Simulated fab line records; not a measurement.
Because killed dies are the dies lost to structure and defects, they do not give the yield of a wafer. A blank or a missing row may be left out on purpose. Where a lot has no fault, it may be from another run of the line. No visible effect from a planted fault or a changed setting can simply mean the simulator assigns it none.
Comparing a struck lot with a sound one    flow gf180mcu    15 out of 602 route steps
Sound: these wafers, L825.1, L825.4, L825.5. Struck: wafer L834.6. (L834.2, L834.3 of the same lot were not struck and are left out.) The cause comes at the end.
Per side, at each step with rows, come the tool, then ch with its chambers, and then its first start. Under that, the readings that differ: sound wafers    struck wafers    difference of the means    sigmas: that difference in standard deviations of wafers without a fault.
alike: words and numbers the same on both sides, and readings whose means are apart by under 2 such deviations; not compared: readings that were withheld, readings missing a value for some wafer, numbers with overlapping values and no deviation given by the record, and bounds like >300 which may hide the same value.
A row with sigmas, a row that says differs or no value, or rows on one side alone: a step with any of these is where the two part. Numbers that have no deviation but don't overlap get no sigmas and don't part them. Lack of a reading on every wafer of one side parts them only where that side has two or more wafers.

first, 3 steps without rows for these wafers: GF_CONTACT_EXPOSE_11 (exposes mask Contact, target cd 220 nm); GF_CONTACT_PEB_12 (peb time 90 s); GF_CONTACT_DEVELOP_13 (develop time 60 s).
GF_CONTACT_CD_MEAS_14: target cd 220 nm.
  sound on cd-sem-02 at day 17 15:45; struck on cd-sem-01 at day 20 23:22
  alike: cd-nm
GF_CONTACT_OVL_MEAS_15:
  sound on overlay-01 at day 17 15:52; struck on overlay-02 at day 20 23:29
reading           sound      struck  difference  sigmas
CONTACT_OVL (nm)  -9 -12 -7  4       +13         +3
GF_CONTACT_ETCH_16: etches BARC in N2/H2.
  sound on rie-diel-01 ch 0,2,3, day 17 15:55; struck on rie-diel-04 ch 1, day 20 23:31
reading                      sound              struck  difference  sigmas
drypump-motor-current-A (A)  5.69 6.10 5.72     6.51    +0.67       +2
oes-product-au (a.u.)        0.858 0.865 0.855  0.849   -0.010      -2
  alike: throttle-valve-pct
GF_CONTACT_ETCH_17: etches SiO2 in C4F8/O2/Ar, stops on CoSi2, target depth 860 nm.
  sound: rie-diel-01 ch 0,2,3; struck: rie-diel-04 ch 1
  alike: oes-product-au
GF_CONTACT_STRIP_18: strips in O2/N2.
  sound on plasma-asher-02 ch 0,1, day 17 16:04; struck on plasma-asher-01 ch 1, day 20 23:40
  alike: drypump-motor-current-A, heater-power-w, oes-product-au
  not compared: rf-hours-counter-h
then, 3 steps without rows for these wafers: GF_CONTACT_CLEAN_19 (cleans in SPM); GF_CONTACT_CLEAN_20 (cleans in DIW); GF_CONTACT_CLEAN_21 (cleans in dHF, time 20 s).
GF_CONTACT_SPUTTER_22: material Ti, target thk 15 nm, time 80.02 s.
  sound on pvd-sputter-04 at day 17 16:22; struck on pvd-sputter-01 at day 20 23:58
  alike: chamber-pressure-pa, throttle-valve-pct
GF_CONTACT_SPUTTER_23: material TiN, target thk 10 nm, time 40 s.
  sound on pvd-sputter-04 at day 17 16:26; struck on pvd-sputter-01 at day 21 00:02
reading                                      sound              struck  difference  sigmas
chamber-pressure-pa (Pa)                     4.982 5.010 5.012  4.653   -0.348      -32
model.TiN_of_CONTACT_SPUTTER_23.thk-nm (nm)  9.954 10.09 10.05  10.64   +0.61       
  alike: throttle-valve-pct
GF_CONTACT_CVD_24: deposits W, target thk 300 nm, time 90.339 s.
  sound on cvd-w-02 ch 1, day 17 16:28; struck on cvd-w-01 ch 0, day 21 00:04
reading             sound        struck  difference  sigmas
heater-power-w (W)  771 759 749  996     +236        +2
GF_PASSIVATION_PROBE_99:
  the record has rows for the sound wafers here (prober-02, day 30 09:21) and none for the struck ones

== WHERE THEY PART ==
Last at GF_PASSIVATION_PROBE_99 as far as this record goes, first at GF_CONTACT_OVL_MEAS_15.

WHY: what had been put in by the simulator
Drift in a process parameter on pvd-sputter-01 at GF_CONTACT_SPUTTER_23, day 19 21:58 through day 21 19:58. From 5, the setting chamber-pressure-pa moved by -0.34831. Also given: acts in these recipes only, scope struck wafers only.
